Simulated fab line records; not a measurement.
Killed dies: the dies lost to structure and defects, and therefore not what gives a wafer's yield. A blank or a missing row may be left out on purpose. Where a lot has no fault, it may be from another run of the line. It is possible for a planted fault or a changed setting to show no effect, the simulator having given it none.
fab line records | flow sky130 | part 1 of 2: steps 1 to 27 of 36
record: lots: 5 | wafers: 15 | lastDay: 49
route steps=708 shown METAL3@566 VIA3@573 METAL4@598
lots untouched by any fault: they come from a run of this same line in which no faults occurred
startH: start of the lot's first displayed wafer, in hours after the record's first day | waitH: hours elapsed since this lot's preceding step | " same as the row above | L1.1+2: a row that stands for several wafers | - either no value or no given start | * or withheld: withheld | < > ~ a bound
route shown NAME@n: names a module that has steps shown in the file, with the first one's number in the route | usual: mean/standard deviation of fault-free wafers | same: alike in all rows | chamber/n: place in a boat | sites: readings site by site | _std_site: the standard deviation of these | _edge_site: inner sites' mean taken away from outer sites' mean | radiusMm: how far each site lies from the wafer's centre | mask NAME#n: copy n | behind: the tool/chamber that last shaped the wafer | hold: what put the lot on hold/how long, in hours/how the hold closed | device: names the non-switching transistor (n, p or np) | end of line: the tests these same wafers got at the end of their route | a step with no rows: only its recipe | killed: the dies lost at the first sort to structure and to defects; this is not the yield of the wafer | map: a wafer's dies, marking killed ones x, the rest . and places with no die _
set.NAME: setting as actually run; set.NAME@STEP: the setting as run at that earlier step | model.NAME: the simulator's own value behind a step, which no gauge read
a table for each step, a row for each wafer; lots at some steps of the route
services: when a tool's chamber went out of use (startH, in hours from the record's first day, below 0 if earlier), for how many hours, and the reason
== steps ==
step: SKY_METAL3_ETCH_16
recipe: chemistry: N2/H2 | target: BARC | ionEnergyEv: 200 | biasW: 100 | pressureMtorr: 30 | n2FlowSccm: 100 | h2FlowSccm: 200 | icpW: 500 | stopOn: SiO2 | timeS: 88.2 | targetDepthA: 600
usual: drypumpMotorCurrentA: 5.5/0.46 | oesProductAu: 0.626/0.0047 | throttleValvePct: 13.206/0.0084
lot.wafer | tool        | chamber | startH  | waitH | drypumpMotorCurrentA | oesProductAu | rfHoursCounterH | throttleValvePct
L081.1    | rieMetal-04 | 1       | 956.27  | 0.0   | 5.4                  | 0.631        | 5               | 13.195
L081.2    | "           | 0       | "       | "     | 5.6                  | 0.628        | 6               | 13.214
L081.6    | "           | 0       | "       | "     | 5.6                  | 0.634        | -               | 13.220
L082.2    | rieMetal-01 | 1       | 965.39  | 0.0   | 5.9                  | 0.618        | 17              | 13.214
L082.4    | "           | 0       | "       | "     | 4.7                  | 0.626        | -               | 13.209
L082.5    | "           | 0       | "       | "     | 4.7                  | 0.627        | -               | 13.207
L086.1    | rieMetal-04 | 0       | 1000.59 | 0.0   | 5.6                  | 0.626        | 8               | 13.224
L086.5    | "           | 0       | "       | "     | 5.6                  | 0.627        | -               | 13.222
L086.6    | "           | 1       | "       | "     | 5.5                  | 0.624        | -               | 13.200
L089.3    | rieMetal-04 | 0       | 1013.77 | 0.0   | 5.6                  | 0.623        | -               | 13.205
L089.5    | "           | 0       | "       | "     | 5.7                  | 0.623        | -               | 13.199
L089.6    | "           | 1       | "       | "     | 5.4                  | 0.629        | -               | 13.205
L092.1    | rieMetal-03 | 0       | 1027.79 | 0.0   | 5.1                  | 0.628        | 18              | 13.200
L092.5    | "           | 0       | "       | "     | 5.1                  | 0.622        | -               | 13.212
L092.6    | "           | 1       | "       | "     | 6.2                  | 0.627        | -               | 13.201
step: SKY_METAL3_ETCH_17
recipe: target: SiO2 | stopOn: TiN | chemistry: C4F8/O2/Ar | sourceW: 1500 | biasW: 1200 | pressureMtorr: 40 | c4f8FlowSccm: withheld | O2_flow_sccm: 6 | Ar_flow_sccm: 300 | timeS: 3.9 | targetDepthA: 150
usual: oesProductAu: 0.749/0.0083
lot.wafer | tool       | chamber | startH  | waitH | oesProductAu | rfHoursCounterH
L081.1    | rieDiel-04 | 0       | 956.37  | 0.1   | 0.761        | 29
L081.2    | "          | 3       | "       | "     | 0.759        | 20
L081.6    | "          | 2       | "       | "     | 0.756        | -
L082.2    | rieDiel-03 | 2       | 965.49  | 0.1   | 0.744        | 15
L082.4    | "          | 3       | "       | "     | 0.742        | -
L082.5    | "          | 2       | "       | "     | 0.740        | -
L086.1    | rieDiel-03 | 1       | 1000.69 | 0.1   | 0.741        | 20
L086.5    | "          | 2       | "       | "     | 0.738        | -
L086.6    | "          | 3       | "       | "     | 0.748        | -
L089.3    | rieDiel-02 | 1       | 1013.84 | 0.0   | 0.744        | 13
L089.5    | "          | 0       | "       | "     | 0.746        | -
L089.6    | "          | 1       | "       | "     | 0.754        | -
L092.1    | rieDiel-03 | 0       | 1027.89 | 0.1   | 0.766        | 7
L092.5    | "          | 3       | "       | "     | 0.739        | -
L092.6    | "          | 1       | "       | "     | 0.772        | -
step: SKY_METAL3_METAL_ETCH_18
recipe: targetDepthA: 8450 | stopOn: SiO2 | overEtchFrac: 0.3 | timeS: 183.1 | chemistry: Cl2/BCl3 | resistSidewallDeg: 88 | pressureMtorr: 10 | icpW: 900 | biasW: 48.5 | Cl2_flow_sccm: 60 | bcl3FlowSccm: 30
usual: drypumpMotorCurrentA: 5.5/0.51 | oesProductAu: 0.866/0.0062 | throttleValvePct: 22.265/0.0089
lot.wafer | tool        | chamber | startH  | waitH | drypumpMotorCurrentA | oesProductAu | rfHoursCounterH | throttleValvePct
L081.1    | rieMetal-03 | 0       | 956.39  | 0.0   | 5.1                  | 0.862        | 13              | 22.260
L081.2    | "           | 1       | "       | "     | 6.2                  | 0.867        | 11              | 22.263
L081.6    | "           | 0       | "       | "     | 5.1                  | 0.871        | -               | 22.273
L082.2    | rieMetal-03 | 0       | 965.51  | 0.0   | 5.1                  | 0.869        | 13              | 22.265
L082.4    | "           | 1       | "       | "     | 6.2                  | 0.869        | -               | 22.256
L082.5    | "           | 1       | "       | "     | 6.2                  | 0.867        | -               | 22.267
L086.1    | rieMetal-01 | 0       | 1000.71 | 0.0   | 4.7                  | 0.872        | 17              | 22.265
L086.5    | "           | 1       | "       | "     | 5.9                  | 0.867        | -               | 22.263
L086.6    | "           | 0       | "       | "     | 4.7                  | 0.856        | -               | 22.268
L089.3    | rieMetal-03 | 1       | 1013.92 | 0.1   | 6.2                  | 0.869        | -               | 22.265
L089.5    | "           | 1       | "       | "     | 6.2                  | 0.872        | -               | 22.252
L089.6    | "           | 0       | "       | "     | 5.1                  | 0.869        | -               | 22.252
L092.1    | rieMetal-01 | 1       | 1027.91 | 0.0   | 5.9                  | 0.855        | 21              | 22.259
L092.5    | "           | 1       | "       | "     | 5.9                  | 0.858        | -               | 22.259
L092.6    | "           | 0       | "       | "     | 4.7                  | 0.851        | -               | 22.268
step: SKY_METAL3_STRIP_19
recipe: chemistry: O2/N2 | powerW: 1400 | pressureMtorr: 1500 | platenTempC: withheld | o2FlowSccm: 3000 | n2FlowSccm: 300 | overashFraction: 0.5
usual: drypumpMotorCurrentA: 5.9/0.37 | oesProductAu: 0.506/0.0061 | stripTimeToEndpointS: 6.61/0.11
lot.wafer | tool           | chamber | startH  | waitH | drypumpMotorCurrentA | oesProductAu | rfHoursCounterH | stripTimeToEndpointS
L081.1    | plasmaAsher-03 | 1       | 956.57  | 0.1   | 6.4                  | 0.508        | 22              | 6.59
L081.2    | "              | 0       | "       | "     | 5.7                  | 0.500        | 22              | 6.54
L081.6    | "              | 1       | "       | "     | 6.4                  | 0.504        | -               | 6.59
L082.2    | plasmaAsher-04 | 1       | 965.68  | 0.1   | 5.8                  | 0.505        | 115             | 6.62
L082.4    | "              | 0       | "       | "     | 6.4                  | 0.499        | -               | 6.50
L082.5    | "              | 1       | "       | "     | 5.8                  | 0.504        | -               | 6.60
L086.1    | plasmaAsher-02 | 0       | 1000.88 | 0.1   | 6.0                  | 0.520        | 80              | 6.73
L086.5    | "              | 1       | "       | "     | 5.4                  | 0.512        | -               | 6.81
L086.6    | "              | 0       | "       | "     | 6.0                  | 0.509        | -               | 6.70
L089.3    | plasmaAsher-04 | 0       | 1014.07 | 0.1   | 6.4                  | 0.500        | -               | 6.56
L089.5    | "              | 0       | "       | "     | 6.4                  | 0.507        | -               | 6.54
L089.6    | "              | 1       | "       | "     | 5.8                  | 0.514        | -               | 6.66
L092.1    | plasmaAsher-02 | 1       | 1028.09 | 0.1   | 5.4                  | 0.514        | 83              | 6.77
L092.5    | "              | 0       | "       | "     | 6.0                  | 0.512        | -               | 6.73
L092.6    | "              | 1       | "       | "     | 5.4                  | 0.508        | -               | 6.64
step: SKY_METAL3_STRIP_20
recipe: chemistry: postEtchResidueRemover | timeS: 1200 | tempC: 72.5
lot.wafer  | tool        | chamber | startH  | waitH
L081.1+2+6 | wetBench-01 | 0       | 956.67  | 0.1
L082.2+4+5 | wetBench-04 | 1       | 965.78  | 0.1
L086.1+5+6 | wetBench-03 | 1       | 1000.98 | 0.1
L089.3+5+6 | wetBench-03 | 3       | 1014.13 | 0.0
L092.1+5+6 | wetBench-03 | 2       | 1028.19 | 0.1
step: SKY_METAL3_CLEAN_21
recipe: chemistry: IPA | timeS: 180 | tempC: 25
lot.wafer  | tool        | chamber | startH  | waitH
L081.1+2+6 | wetBench-04 | 3       | 957.01  | 0.0
L082.2+4+5 | wetBench-01 | 3       | 966.13  | 0.0
L086.1+5+6 | wetBench-03 | 1       | 1001.33 | 0.0
L089.3+5+6 | wetBench-01 | 2       | 1014.51 | 0.0
L092.1+5+6 | wetBench-01 | 2       | 1028.53 | 0.0
step: SKY_METAL3_CLEAN_22
recipe: chemistry: O3/DIW | dry: n2Spin
lot.wafer  | tool        | chamber | startH  | waitH
L081.1+2+6 | wetBench-03 | 0       | 957.08  | 0.0
L082.2+4+5 | wetBench-04 | 1       | 966.19  | 0.0
L086.1+5+6 | wetBench-04 | 3       | 1001.46 | 0.1
L089.3+5+6 | wetBench-04 | 1       | 1014.57 | 0.0
L092.1+5+6 | wetBench-04 | 1       | 1028.59 | 0.0
step: SKY_VIA3_HDPCVD_00
recipe: material: SiO2 | targetThkNm: 1635 | sigmaOpenFrac: 0.3 | timeS: 272.5 | tempC: 400 | sih4FlowSccm: 60 | pressureMtorr: 6
usual: sih4FlowSccm: 59.99/0.17
lot.wafer | tool      | chamber | startH  | waitH | sih4FlowSccm
L081.1    | hdpcvd-01 | 0       | 957.32  | 0.1   | 59.71
L081.2    | "         | 2       | "       | "     | 59.76
L081.6    | "         | 2       | "       | "     | 59.74
L082.2    | hdpcvd-01 | 1       | 966.28  | 0.0   | 59.90
L082.4    | "         | 2       | "       | "     | 60.02
L082.5    | "         | 1       | "       | "     | 60.17
L086.1    | hdpcvd-01 | 2       | 1001.55 | 0.0   | 59.92
L086.5    | "         | 2       | "       | "     | 59.97
L086.6    | "         | 1       | "       | "     | 60.31
L089.3    | hdpcvd-02 | 2       | 1014.66 | 0.0   | 59.95
L089.5    | "         | 1       | "       | "     | 59.84
L089.6    | "         | 0       | "       | "     | 60.23
L092.1    | hdpcvd-02 | 1       | 1028.68 | 0.0   | 60.11
L092.5    | "         | 1       | "       | "     | 60.31
L092.6    | "         | 2       | "       | "     | 60.02
step: SKY_VIA3_THK_MEAS_01
recipe: reads: SiO2_of_VIA3_HDPCVD_00
usual: VIA3_HDPCVD_THK: 1642/17
lot.wafer | tool         | chamber | startH  | waitH | VIA3_HDPCVD_THK[nm]
L081.1    | filmMetro-02 | -       | 957.49  | 0.1   | 1658
L081.2    | "            | -       | "       | "     | 1619
L081.6    | "            | -       | "       | "     | 1630
L082.2    | filmMetro-01 | -       | 966.46  | 0.1   | 1654
L082.4    | "            | -       | "       | "     | 1643
L082.5    | "            | -       | "       | "     | 1658
L086.1    | filmMetro-01 | -       | 1001.72 | 0.1   | 1666
L086.5    | "            | -       | "       | "     | 1659
L086.6    | "            | -       | "       | "     | 1653
L089.3    | filmMetro-02 | -       | 1014.85 | 0.1   | 1608
L089.5    | "            | -       | "       | "     | 1660
L089.6    | "            | -       | "       | "     | 1623
L092.1    | filmMetro-02 | -       | 1028.85 | 0.1   | 1660
L092.5    | "            | -       | "       | "     | 1668
L092.6    | "            | -       | "       | "     | 1652
step: SKY_VIA3_CMP_02
recipe: material: SiO2 | downForcePsi: 4 | platenRpm: 60 | padVelocityMS: 0.94248
usual: motorCurrentA: 12.0/1.2
lot.wafer | tool   | chamber | startH  | waitH | motorCurrentA
L081.1    | cmp-01 | 2       | 957.60  | 0.1   | 8.9
L081.2    | "      | 3       | "       | "     | 12.9
L081.6    | "      | 1       | "       | "     | 11.5
L082.4    | cmp-02 | 1       | 966.51  | 0.0   | 11.6
L082.2    | "      | 3       | "       | "     | 13.5
L082.5    | "      | 1       | "       | "     | 11.8
L086.1    | cmp-01 | 0       | 1001.93 | 0.2   | 11.7
L086.6    | "      | 1       | "       | "     | 11.9
L086.5    | "      | 2       | "       | "     | 9.0
L089.3    | cmp-01 | 1       | 1014.94 | 0.1   | 11.3
L089.6    | "      | 0       | "       | "     | 12.3
L089.5    | "      | 1       | "       | "     | 10.6
L092.1    | cmp-02 | 0       | 1028.96 | 0.1   | 12.7
L092.6    | "      | 3       | "       | "     | 12.2
L092.5    | "      | 0       | "       | "     | 13.3
step: SKY_VIA3_BOW_MEAS_03
recipe: mode: bow
usual: VIA3_BOW: 80/7.2
lot.wafer | tool         | chamber | startH  | waitH | VIA3_BOW[um]
L081.1    | filmMetro-02 | -       | 957.85  | 0.2   | 78
L081.2    | "            | -       | "       | "     | 77
L081.6    | "            | -       | "       | "     | 80
L082.2    | filmMetro-04 | -       | 966.83  | 0.2   | 87
L082.4    | "            | -       | "       | "     | 95
L082.5    | "            | -       | "       | "     | 94
L086.1    | filmMetro-02 | -       | 1002.08 | 0.1   | 85
L086.5    | "            | -       | "       | "     | 77
L086.6    | "            | -       | "       | "     | 74
L089.3    | filmMetro-01 | -       | 1015.23 | 0.2   | 89
L089.5    | "            | -       | "       | "     | 94
L089.6    | "            | -       | "       | "     | 82
L092.1    | filmMetro-04 | -       | 1029.21 | 0.2   | 80
L092.5    | "            | -       | "       | "     | 69
L092.6    | "            | -       | "       | "     | 85
step: SKY_VIA3_DEHYDRATE_04
recipe: tempC: 200 | timeS: 60
usual: heaterPowerTotalW: 160.38/0.12
lot.wafer | tool          | chamber | startH  | waitH | heaterPowerTotalW
L081.1    | lithoTrack-03 | 0       | 969.86  | 12.0  | 160.33
L081.2    | "             | 0       | "       | "     | 160.61
L081.6    | "             | 0       | "       | "     | 160.33
L082.2    | lithoTrack-03 | 0       | 977.64  | 10.8  | 160.51
L082.4    | "             | 0       | "       | "     | 160.34
L082.5    | "             | 0       | "       | "     | 160.49
L086.1    | lithoTrack-02 | 0       | 1012.87 | 10.8  | 160.33
L086.5    | "             | 0       | "       | "     | 160.40
L086.6    | "             | 0       | "       | "     | 160.40
L089.3    | lithoTrack-04 | 0       | 1025.59 | 10.3  | 160.64
L089.5    | "             | 0       | "       | "     | 160.56
L089.6    | "             | 0       | "       | "     | 160.36
L092.1    | lithoTrack-04 | 0       | 1040.64 | 11.4  | 160.32
L092.5    | "             | 0       | "       | "     | 160.63
L092.6    | "             | 0       | "       | "     | 160.24
step: SKY_VIA3_HMDS_05
recipe: primeTimeS: 60 | primeTempC: 120
lot.wafer  | tool          | chamber | startH  | waitH
L081.1+2+6 | lithoTrack-03 | 0       | 970.01  | 0.1
L082.2+4+5 | lithoTrack-03 | 0       | 977.79  | 0.1
L086.1+5+6 | lithoTrack-02 | 0       | 1013.02 | 0.1
L089.3+5+6 | lithoTrack-04 | 0       | 1025.74 | 0.1
L092.1+5+6 | lithoTrack-04 | 0       | 1040.79 | 0.1
step: SKY_VIA3_COAT_06
recipe: resist: BARC | tempC: withheld | timeS: withheld | spinRpm: 2958 | resistThkNm: 60
lot.wafer  | tool          | chamber | startH  | waitH
L081.1+2+6 | lithoTrack-03 | 0       | 970.16  | 0.1
L082.2+4+5 | lithoTrack-03 | 0       | 977.94  | 0.1
L086.1+5+6 | lithoTrack-02 | 0       | 1013.17 | 0.1
L089.3+5+6 | lithoTrack-04 | 0       | 1025.89 | 0.1
L092.1+5+6 | lithoTrack-04 | 0       | 1040.94 | 0.1
step: SKY_VIA3_COAT_07
recipe: resist: KrF-thick | spinRpm: 3000 | resistThkNm: 450
lot.wafer  | tool          | chamber | startH | waitH
L081.1+2+6 | lithoTrack-03 | 0       | -      | -
L082.2+4+5 | lithoTrack-03 | 0       | -      | -
L086.1+5+6 | lithoTrack-02 | 0       | -      | -
L089.3+5+6 | lithoTrack-04 | 0       | -      | -
L092.1+5+6 | lithoTrack-04 | 0       | -      | -
step: SKY_VIA3_SOFTBAKE_08
recipe: tempC: 100 | timeS: 90 | resist: KrF-thick
usual: heaterPowerTotalW: 57.35/0.11
lot.wafer | tool          | chamber | startH | waitH | heaterPowerTotalW
L081.1    | lithoTrack-03 | 0       | -      | -     | 57.24
L081.2    | "             | 0       | "      | "     | 57.44
L081.6    | "             | 0       | "      | "     | 57.31
L082.2    | lithoTrack-03 | 0       | -      | -     | 57.38
L082.4    | "             | 0       | "      | "     | 57.24
L082.5    | "             | 0       | "      | "     | 57.21
L086.1    | lithoTrack-02 | 0       | -      | -     | 57.24
L086.5    | "             | 0       | "      | "     | 57.45
L086.6    | "             | 0       | "      | "     | 57.38
L089.3    | lithoTrack-04 | 0       | -      | -     | 57.43
L089.5    | "             | 0       | "      | "     | 57.25
L089.6    | "             | 0       | "      | "     | 57.34
L092.1    | lithoTrack-04 | 0       | -      | -     | 57.37
L092.5    | "             | 0       | "      | "     | 57.23
L092.6    | "             | 0       | "      | "     | 57.48
step: SKY_VIA3_EXPOSE_09
recipe: maskId: VIM3 | na: 0.8 | sourceShape: annular | sigmaInner: 0.55 | sigmaOuter: 0.85 | targetCdNm: 200 | doseMj: 38
lot.wafer  | tool          | chamber | startH | waitH | mask
L081.1+2+6 | krfScanner-02 | 0       | -      | -     | VIM3#0
L082.2+4+5 | krfScanner-01 | 0       | -      | -     | VIM3#0
L086.1+5+6 | krfScanner-01 | 0       | -      | -     | VIM3#0
L089.3+5+6 | krfScanner-02 | 0       | -      | -     | VIM3#0
L092.1+5+6 | krfScanner-02 | 0       | -      | -     | VIM3#0
step: SKY_VIA3_PEB_10
recipe: pebTempC: withheld | pebTimeS: withheld | resist: KrF-thick
lot.wafer  | tool          | chamber | startH | waitH
L081.1+2+6 | lithoTrack-03 | 0       | -      | -
L082.2+4+5 | lithoTrack-02 | 0       | -      | -
L086.1+5+6 | lithoTrack-03 | 0       | -      | -
L089.3+5+6 | lithoTrack-03 | 0       | -      | -
L092.1+5+6 | lithoTrack-04 | 0       | -      | -
step: SKY_VIA3_DEVELOP_11
recipe: developTimeS: 60 | resist: KrF-thick | devTempC: 21
usual: developerTempC: 21.00/0.11
lot.wafer | tool          | chamber | startH | waitH | developerTempC
L081.1    | lithoTrack-03 | 0       | -      | -     | 20.95
L081.2    | "             | 0       | "      | "     | 20.97
L081.6    | "             | 0       | "      | "     | 21.10
L082.2    | lithoTrack-02 | 0       | -      | -     | 20.87
L082.4    | "             | 0       | "      | "     | 20.95
L082.5    | "             | 0       | "      | "     | 21.01
L086.1    | lithoTrack-03 | 0       | -      | -     | 21.10
L086.5    | "             | 0       | "      | "     | 21.16
L086.6    | "             | 0       | "      | "     | 20.96
L089.3    | lithoTrack-03 | 0       | -      | -     | 21.02
L089.5    | "             | 0       | "      | "     | 21.09
L089.6    | "             | 0       | "      | "     | 20.95
L092.1    | lithoTrack-04 | 0       | -      | -     | 21.06
L092.5    | "             | 0       | "      | "     | 20.97
L092.6    | "             | 0       | "      | "     | 21.18
step: SKY_VIA3_CD_MEAS_12
recipe: targetCdNm: 200
usual: cdNm: 200.1/1.6
lot.wafer | tool     | chamber | startH  | waitH | cdNm
L081.1    | cdSem-02 | -       | 982.26  | -     | 200.5
L081.2    | "        | -       | "       | "     | 202.3
L081.6    | "        | -       | "       | "     | 201.8
L082.2    | cdSem-01 | -       | 990.94  | -     | 198.2
L082.4    | "        | -       | "       | "     | 198.2
L082.5    | "        | -       | "       | "     | 198.1
L086.1    | cdSem-02 | -       | 1025.11 | -     | 199.4
L086.5    | "        | -       | "       | "     | 197.3
L086.6    | "        | -       | "       | "     | 198.8
L089.3    | cdSem-02 | -       | 1037.60 | -     | 202.0
L089.5    | "        | -       | "       | "     | 201.1
L089.6    | "        | -       | "       | "     | 202.2
L092.1    | cdSem-01 | -       | 1052.09 | -     | 198.7
L092.5    | "        | -       | "       | "     | 198.5
L092.6    | "        | -       | "       | "     | 198.2
step: SKY_VIA3_OVL_MEAS_13
usual: VIA3_OVL: 3/5.5
lot.wafer | tool       | chamber | startH  | waitH | VIA3_OVL[nm]
L081.1    | overlay-01 | -       | 982.38  | 0.1   | 5
L081.2    | "          | -       | "       | "     | 8
L081.6    | "          | -       | "       | "     | 10
L082.2    | overlay-02 | -       | 991.05  | 0.1   | 4
L082.4    | "          | -       | "       | "     | 5
L082.5    | "          | -       | "       | "     | -7
L086.1    | overlay-02 | -       | 1025.23 | 0.1   | 5
L086.5    | "          | -       | "       | "     | -1
L086.6    | "          | -       | "       | "     | 5
L089.3    | overlay-01 | -       | 1037.69 | 0.1   | 2
L089.5    | "          | -       | "       | "     | -1
L089.6    | "          | -       | "       | "     | 7
L092.1    | overlay-02 | -       | 1052.21 | 0.1   | 4
L092.5    | "          | -       | "       | "     | -6
L092.6    | "          | -       | "       | "     | 7
step: SKY_VIA3_ETCH_14
recipe: chemistry: N2/H2 | target: BARC | ionEnergyEv: 200 | sourceW: 500 | biasW: 100 | pressureMtorr: 30 | n2FlowSccm: 100 | h2FlowSccm: 200 | stopOn: SiO2 | timeS: 45.9 | targetDepthA: 600
usual: drypumpMotorCurrentA: 5.7/0.36 | oesProductAu: 0.858/0.0045 | throttleValvePct: 13.225/0.0099
lot.wafer | tool       | chamber | startH  | waitH | drypumpMotorCurrentA | oesProductAu | rfHoursCounterH | throttleValvePct
L081.1    | rieDiel-02 | 3       | 982.42  | 0.0   | 5.8                  | 0.861        | 4               | 13.228
L081.2    | "          | 0       | "       | "     | 5.7                  | 0.866        | 8               | 13.247
L081.6    | "          | 3       | "       | "     | 5.9                  | 0.855        | -               | 13.228
L082.2    | rieDiel-04 | 1       | 991.08  | 0.0   | 5.8                  | 0.866        | 7               | 13.230
L082.4    | "          | 3       | "       | "     | 6.1                  | 0.848        | 22              | 13.218
L082.5    | "          | 0       | "       | "     | 6.1                  | 0.861        | -               | 13.222
L086.1    | rieDiel-01 | 2       | 1025.27 | 0.0   | 5.8                  | 0.865        | 29              | 13.209
L086.5    | "          | 3       | "       | "     | 6.1                  | 0.863        | -               | 13.211
L086.6    | "          | 2       | "       | "     | 5.8                  | 0.860        | -               | 13.231
L089.3    | rieDiel-01 | 3       | 1037.72 | 0.0   | 6.1                  | 0.861        | 17              | 13.207
L089.5    | "          | 3       | "       | "     | 6.1                  | 0.861        | -               | 13.238
L089.6    | "          | 0       | "       | "     | 5.3                  | 0.858        | -               | 13.248
L092.1    | rieDiel-01 | 0       | 1052.24 | 0.0   | 5.4                  | 0.867        | 11              | 13.233
L092.5    | "          | 0       | "       | "     | 5.3                  | 0.857        | -               | 13.221
L092.6    | "          | 3       | "       | "     | 6.2                  | 0.850        | -               | 13.216
step: SKY_VIA3_ETCH_15
recipe: target: SiO2 | chemistry: C4F8/O2/Ar | targetDepthNm: 507 | stopOn: TiN | maskMaterial: KrF-thick | sourceW: 1500 | biasW: 1200 | pressureMtorr: 40 | c4f8FlowSccm: withheld | O2_flow_sccm: 6 | Ar_flow_sccm: 300 | timeS: 78
usual: oesProductAu: 0.946/0.0047
lot.wafer | tool       | chamber | startH  | waitH | oesProductAu | rfHoursCounterH
L081.1    | rieDiel-02 | 3       | 982.46  | 0.0   | 0.938        | 4
L081.2    | "          | 0       | "       | "     | 0.942        | 8
L081.6    | "          | 3       | "       | "     | 0.947        | -
L082.2    | rieDiel-04 | 1       | 991.12  | 0.0   | 0.942        | 7
L082.4    | "          | 3       | "       | "     | 0.946        | 22
L082.5    | "          | 0       | "       | "     | 0.946        | -
L086.1    | rieDiel-01 | 2       | 1025.31 | 0.0   | 0.950        | 29
L086.5    | "          | 3       | "       | "     | 0.947        | -
L086.6    | "          | 2       | "       | "     | 0.948        | -
L089.3    | rieDiel-01 | 3       | 1037.76 | 0.0   | 0.953        | 17
L089.5    | "          | 3       | "       | "     | 0.953        | -
L089.6    | "          | 0       | "       | "     | 0.950        | -
L092.1    | rieDiel-01 | 0       | 1052.29 | 0.0   | 0.951        | 11
L092.5    | "          | 0       | "       | "     | 0.939        | -
L092.6    | "          | 3       | "       | "     | 0.938        | -
step: SKY_VIA3_STRIP_16
recipe: chemistry: O2/N2 | powerW: 1400 | pressureMtorr: 1500 | platenTempC: withheld | o2FlowSccm: 3000 | n2FlowSccm: 300 | overashFraction: 0.5
usual: drypumpMotorCurrentA: 6.1/0.44 | oesProductAu: 0.402/0.0052 | stripTimeToEndpointS: 4.143/0.025
lot.wafer | tool           | chamber | startH  | waitH | drypumpMotorCurrentA | oesProductAu | rfHoursCounterH | stripTimeToEndpointS
L081.1    | plasmaAsher-02 | 1       | 982.52  | 0.0   | 5.4                  | 0.400        | 79              | 4.137
L081.2    | "              | 0       | "       | "     | 6.0                  | 0.408        | 79              | 4.125
L081.6    | "              | 1       | "       | "     | 5.4                  | 0.405        | -               | 4.153
L082.2    | plasmaAsher-01 | 1       | 991.18  | 0.0   | 6.4                  | 0.405        | 54              | 4.159
L082.4    | "              | 1       | "       | "     | 6.4                  | 0.397        | -               | 4.156
L082.5    | "              | 0       | "       | "     | 6.7                  | 0.400        | -               | 4.146
L086.1    | plasmaAsher-01 | 1       | 1025.37 | 0.0   | 6.4                  | 0.404        | 58              | 4.161
L086.5    | "              | 1       | "       | "     | 6.4                  | 0.404        | -               | 4.134
L086.6    | "              | 0       | "       | "     | 6.7                  | 0.406        | -               | 4.183
L089.3    | plasmaAsher-04 | 1       | 1037.85 | 0.1   | 5.8                  | 0.408        | -               | 4.150
L089.5    | "              | 0       | "       | "     | 6.4                  | 0.406        | -               | 4.136
L089.6    | "              | 1       | "       | "     | 5.8                  | 0.400        | -               | 4.123
L092.1    | plasmaAsher-01 | 1       | 1052.35 | 0.0   | 6.4                  | 0.394        | 60              | 4.137
L092.5    | "              | 1       | "       | "     | 6.4                  | 0.411        | -               | 4.119
L092.6    | "              | 0       | "       | "     | 6.7                  | 0.408        | -               | 4.137
step: SKY_VIA3_STRIP_17
recipe: chemistry: postEtchResidueRemover | timeS: 1200 | tempC: 72.5
lot.wafer  | tool        | chamber | startH  | waitH
L081.1+2+6 | wetBench-02 | 3       | 982.62  | 0.1
L082.2+4+5 | wetBench-02 | 2       | 991.28  | 0.1
L086.1+5+6 | wetBench-04 | 0       | 1025.47 | 0.1
L089.3+5+6 | wetBench-02 | 1       | 1037.92 | 0.0
L092.1+5+6 | wetBench-04 | 0       | 1052.45 | 0.1
step: SKY_VIA3_CLEAN_18
recipe: chemistry: IPA | timeS: 180 | tempC: 25
lot.wafer  | tool        | chamber | startH  | waitH
L081.1+2+6 | wetBench-03 | 2       | 982.96  | 0.0
L082.2+4+5 | wetBench-03 | 0       | 991.62  | 0.0
L086.1+5+6 | wetBench-03 | 3       | 1025.81 | 0.0
L089.3+5+6 | wetBench-04 | 1       | 1038.29 | 0.0
L092.1+5+6 | wetBench-03 | 0       | 1052.82 | 0.0
step: SKY_VIA3_CLEAN_19
recipe: chemistry: O3/DIW | dry: n2Spin
lot.wafer  | tool        | chamber | startH  | waitH
L081.1+2+6 | wetBench-04 | 1       | 983.02  | 0.0
L082.2+4+5 | wetBench-04 | 1       | 991.68  | 0.0
L086.1+5+6 | wetBench-04 | 1       | 1025.88 | 0.0
L089.3+5+6 | wetBench-03 | 3       | 1038.35 | 0.0
L092.1+5+6 | wetBench-04 | 3       | 1052.94 | 0.0
